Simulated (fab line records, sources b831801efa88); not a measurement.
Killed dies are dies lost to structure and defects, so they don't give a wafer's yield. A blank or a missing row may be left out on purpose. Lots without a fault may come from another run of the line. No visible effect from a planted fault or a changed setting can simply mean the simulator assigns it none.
Struck lot and sound lot, side by side + flow sky130 + 25 out of 708 route steps
Sound: these wafers, L151.1, L151.3, L151.5. Struck: wafer L152.5. (L152.2 of the same lot was not struck and is left out.) The cause comes at the end.
Order at every step that has rows: each side's tool, ch and its chambers, its first start. Under that, the readings that differ: sound wafers + struck wafers + difference of the means + sigmas: that difference in standard deviations of wafers without a fault.
alike: same words and numbers on both sides, and readings whose means sit less than 2 such deviations apart. not compared: any withheld reading, any reading some wafer has no value for, any bound like >300 that may hide the same value, and any number with overlapping values for which the record gives no deviation.
A row with sigmas, a row that says differs or no value, or rows on one side alone: a step with any of these is where the two part. Numbers that don't overlap but have no deviation are shown without sigmas and don't part them. Lack of a reading on every wafer of one side parts them only where that side has two or more wafers.

first, 9 steps without rows for these wafers: SKY_LI_CONTACT_ETCH_14 (etches BARC in N2/H2, stops on SiO2, time 45.9 s, target depth 60 nm); SKY_LI_CONTACT_ETCH_15 (etches PSG in C4F8/O2/Ar, stops on Si, target depth 600 nm); SKY_LI_CONTACT_STRIP_16 (strips in O2/N2); SKY_LI_CONTACT_CLEAN_17 (cleans in NMP, time 600 s); SKY_LI_CONTACT_PRE_CLEAN_18 (time 5.6 s); SKY_LI_CONTACT_SPUTTER_19 (material Ti, target thk 20 nm, time 106.37 s); SKY_LI_CONTACT_SPUTTER_20 (material TiN, target thk 20 nm, time 80 s); SKY_LI_CONTACT_CVD_21 (deposits W, target thk 400 nm, time 120.56 s); SKY_LI_CONTACT_CMP_24 (polishes, stops on PSG, t overpolish 20 s, target thk 0 nm).
SKY_LOCAL_INTERCONNECT_SPUTTER_00: material TiN, target thk 100 nm, time 83.3 s.
  sound: pvdSputter-01 at day 35 08:16; struck: pvdSputter-04 at day 35 10:07
| reading                                               | sound             | struck | difference | sigmas |
|-------------------------------------------------------|-------------------|--------|------------|--------|
| model.TiN_of_LOCAL_INTERCONNECT_SPUTTER_00.thkNm (nm) | 99.39 100.5 98.87 | 55.82  | -43.77     |        |
  alike: throttleValvePct
SKY_LOCAL_INTERCONNECT_RS_MEAS_01: measures by four-point-probe.
  sound: filmMetro-03 at day 35 08:20; struck: filmMetro-04 at day 35 10:29
| reading                            | sound             | struck | difference | sigmas |
|------------------------------------|-------------------|--------|------------|--------|
| LOCAL_INTERCONNECT_TIN_RS (ohm/sq) | 14.25 14.06 14.34 | 26.24  | +12.02     | +86    |
  not compared: hold
SKY_LOCAL_INTERCONNECT_THK_MEAS_02: measures by xrf.
  sound: filmMetro-03 at day 35 08:28; struck: filmMetro-04 at day 35 16:58
| reading                         | sound          | struck | difference | sigmas |
|---------------------------------|----------------|--------|------------|--------|
| LOCAL_INTERCONNECT_TIN_THK (nm) | 98.5 99.3 97.6 | 55.0   | -43.5      | -44    |
  not compared: hold
then, 8 steps without rows for these wafers: SKY_LOCAL_INTERCONNECT_HMDS_04 (prime time 60 s); SKY_LOCAL_INTERCONNECT_COAT_05 (resist thk 60 nm); SKY_LOCAL_INTERCONNECT_COAT_06 (resist thk 450 nm); SKY_LOCAL_INTERCONNECT_SOFTBAKE_07 (time 90 s); SKY_LOCAL_INTERCONNECT_EXPOSE_08 (exposes mask LI1M, target cd 170 nm); SKY_LOCAL_INTERCONNECT_PEB_09; SKY_LOCAL_INTERCONNECT_DEVELOP_10 (develop time 60 s); SKY_LOCAL_INTERCONNECT_ETCH_13 (etches BARC in N2/H2, stops on SiO2, time 45.9 s, target depth 60 nm).
SKY_LOCAL_INTERCONNECT_METAL_ETCH_14: etches TiN in Cl2/BCl3, stops on PSG, target depth 110 nm, time 31.4 s.
  sound on rieMetal-02 ch 0,1, day 36 10:31; struck on rieMetal-03 ch 0, day 36 12:29
| reading              | sound                | struck | difference | sigmas |
|----------------------|----------------------|--------|------------|--------|
| oesProductAu (a.u.)  | 0.943 0.942 0.932    | 0.689  | -0.250     | -39    |
| throttleValvePct (%) | 21.911 21.900 21.895 | 22.050 | +0.148     | +15    |
  alike: chamberPressureMTorr, drypumpMotorCurrentA
  not compared: rfHoursCounterH
then, 1 step without rows for these wafers: SKY_LOCAL_INTERCONNECT_STRIP_15 (strips in O2/N2).
SKY_LOCAL_INTERCONNECT_STRIP_16: strips in post etch residue remover, time 1200 s.
  sound on wetBench-04 ch 1, day 36 10:40; struck on wetBench-01 ch 2, day 36 12:38
| reading                                               | sound             | struck | difference | sigmas |
|-------------------------------------------------------|-------------------|--------|------------|--------|
| model.TiN_of_LOCAL_INTERCONNECT_SPUTTER_00.thkNm (nm) | 98.97 100.1 98.45 | 55.39  | -43.78     |        |
then, 1 step without rows for these wafers: SKY_LOCAL_INTERCONNECT_CLEAN_17 (cleans in IPA, time 180 s).
-- record jumps: 14 days separate the struck wafers' starts on either side; left off in module LOCAL_INTERCONNECT, taken up again in module PAD_OPEN, whose first shown step is the route's number 708 --
SKY_PAD_OPEN_PROBE_99:
  sound: prober-02 at day 50 04:07; struck: prober-01 at day 50 06:01
| reading                     | sound             | struck | difference | sigmas |
|-----------------------------|-------------------|--------|------------|--------|
| model.etest.resLi.lineOhmUm | 75.14 74.39 75.21 | 134.9  | +60.0      |        |
| model.etest.resLi.rsOhmSq   | 12.9 12.78 13.01  | 23     | +10        |        |
| model.etest.mconChain.rcOhm | 16.58 16.79 16.96 | 22.18  | +5.40      |        |
  alike: killed_at_M0_to_M3, killed_at_M4_up, killedAtContacts, killedAtFrontEnd, killedAtOther, killedDies, killedOpen, killedShort

== WHERE THEY PART ==
Last at SKY_LOCAL_INTERCONNECT_METAL_ETCH_14 as far as this record goes, first at SKY_LOCAL_INTERCONNECT_RS_MEAS_01. Later steps at which nothing parts them and some readings are alike: SKY_PAD_OPEN_PROBE_99.

WHY: whatever the simulator had introduced
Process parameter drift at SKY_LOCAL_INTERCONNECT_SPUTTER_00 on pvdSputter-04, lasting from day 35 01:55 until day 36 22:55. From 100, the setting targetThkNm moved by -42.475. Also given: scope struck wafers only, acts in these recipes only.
